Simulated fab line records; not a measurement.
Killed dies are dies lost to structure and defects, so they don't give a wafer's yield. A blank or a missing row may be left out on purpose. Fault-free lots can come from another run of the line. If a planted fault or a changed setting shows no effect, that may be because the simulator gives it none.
One fault through the eyes of 2 desks / flow sky130 / each desk has only its own numbers; what lay behind them comes last

== AT THE METROLOGY DESK ==
What the gauges read, lot by lot, whatever tool the lot ran on: means of the sampled wafers that have a number. If a lot's mean is further than 4 standard deviations from the usual mean, the lot is out of limits and carries the mark OUT (the distance appears in the brackets).
Columns: A = cd-nm at SKY_SD_N_CD_MEAS_07, usual 380.2 nm; B = cd-nm at SKY_LI_CONTACT_CD_MEAS_12, usual 169.8 nm; C = cd-nm at SKY_LOCAL_INTERCONNECT_CD_MEAS_11, usual 169.9 nm
lot=L256; first seen here=day 27 18:04; A=378.9; B=170.4; C=170.9
lot=L258; first seen here=day 28 10:48; A=381.7; B=169.6; C=170.5
lot=L260; first seen here=day 29 03:47; A=379.8; B=168.9; C=169.3
lot=L262; first seen here=day 30 08:55; A=379.4; B=171.4; C=169.1
lot=L263; first seen here=day 30 11:34; A=378.3; B=169.1; C=171.9
lot=L264; first seen here=day 31 07:32; A=381.7; B=171.6; C=170.6
lot=L266; first seen here=day 31 10:16; A=378.1; B=170.5; C=171.6
lot=L268; first seen here=day 32 01:47; A=385.7; B=169.9; C=170.8
lot=L269; first seen here=day 32 19:41; A=381.0; B=171.3; C=172.0
lot=L274; first seen here=day 34 02:40; A=377.9; B=168.3; C=167.9
lot=L275; first seen here=day 34 10:56; A=384.2; B=169.5; C=167.8
lot=L276; first seen here=day 34 13:53; A=377.8; B=169.4; C=169.9
lot=L279; first seen here=day 35 22:21; A=383.6; B=170.8; C=170.1
lot=L278; first seen here=day 35 22:58; A=376.9; B=168.2; C=167.5
This desk's finding: nothing out of limits on any of the 14 lots.

== DESK OF THE TOOL OWNER: litho-track-04 ==
Per lot that ran on this tool, the mean of the sampled wafers carrying a number, from the tool's own readings at SKY_LOCAL_INTERCONNECT_SOFTBAKE_07 (time 90 s). If a lot's mean is further than 4 standard deviations from the usual mean, the lot is out of limits and carries the mark OUT (the distance appears in the brackets).
Columns: A = exhaust-pa at SKY_LOCAL_INTERCONNECT_SOFTBAKE_07, usual 45.2 Pa; B = run-length-s at SKY_LOCAL_INTERCONNECT_SOFTBAKE_07, usual 119.21 s
lot=L256; first seen here=day 29 15:00; A=45.9; B=119.03
lot=L263; first seen here=day 32 10:00; A=44.4; B=118.88
lot=L274; first seen here=day 35 20:00; A=45.4; B=118.93
lot=L275; first seen here=day 36 05:00; A=45.8; B=142.19 (+99 or more) OUT
lot=L276; first seen here=day 36 09:00; A=45.1; B=142.26 (+99 or more) OUT
This desk's verdict: out of limits on L275, L276, starting with L275 at day 36 05:00 (run-length-s at SKY_LOCAL_INTERCONNECT_SOFTBAKE_07). L256, L263, L274 stayed within limits.

== TAKEN TOGETHER ==
The tool owner's desk could have raised an alarm at day 36 05:00, on L275, L276.
From the metrology desk's view, nothing was out of limits.
The metrology desk holds a record of L275, L276, inside its limits.
On litho-track-04, each named lot ran SKY_LOCAL_INTERCONNECT_SOFTBAKE_07.

== WHAT HAD BEEN PUT IN BY THE SIMULATOR ==
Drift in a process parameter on litho-track-04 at SKY_LOCAL_INTERCONNECT_SOFTBAKE_07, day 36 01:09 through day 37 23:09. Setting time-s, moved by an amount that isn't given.
Struck lots among those shown: L275, L276.
Delay in hours, fault start to first out-of-limits reading, by desk: the tool owner's desk at 4.
